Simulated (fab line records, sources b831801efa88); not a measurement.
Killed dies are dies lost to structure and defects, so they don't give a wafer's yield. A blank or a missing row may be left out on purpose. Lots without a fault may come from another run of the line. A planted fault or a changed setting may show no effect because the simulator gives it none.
Which tool did it? | flow gf180mcu | 7 lots, 21 wafers sampled, at 1 step of a route of 602

WHAT THE GAUGES READ, wafer by wafer
GF_V4_THK_MEAS_01.
lot  | measured     | on            | V4_CVD_00_THK (nm)
L629 | day 24 17:45 | film_metro-01 | 597 600 603
L630 | day 25 03:53 | film_metro-04 | 603 605 592
L633 | day 26 05:31 | film_metro-04 | 609 603 603
L635 | day 26 22:07 | film_metro-04 | 606 594 604
L639 | day 28 02:43 | film_metro-04 | 596 600 597
L646 | day 29 10:53 | film_metro-03 | 595 596 597
L648 | day 30 03:07 | film_metro-01 | 605 600 609

WHICH TOOL RAN EACH LOT (tool, then ch and the chambers of the sampled wafers, then the start)
The record holds no process step before these readings.

THE ANSWER, worked out from the rows above alone
Rule: what is usual is taken from the lots themselves. Put in order of their means at a reading, lots are off if they are a third of the lots or fewer, leave a main group of 4 or more, and stand apart from it by a gap of 3 or more times the standard deviation of the main group's means; of several such gaps the widest counts. A main group whose means are all the same, to the digits that the tables above print for the reading, isn't used. A lot without any number at a reading at which 4 lots or more have one is off too. The other lots that the step has rows for count as sound.
No lot is off at any reading shown: from this, nothing can be told.

WHAT THE SIMULATOR HAD PUT IN
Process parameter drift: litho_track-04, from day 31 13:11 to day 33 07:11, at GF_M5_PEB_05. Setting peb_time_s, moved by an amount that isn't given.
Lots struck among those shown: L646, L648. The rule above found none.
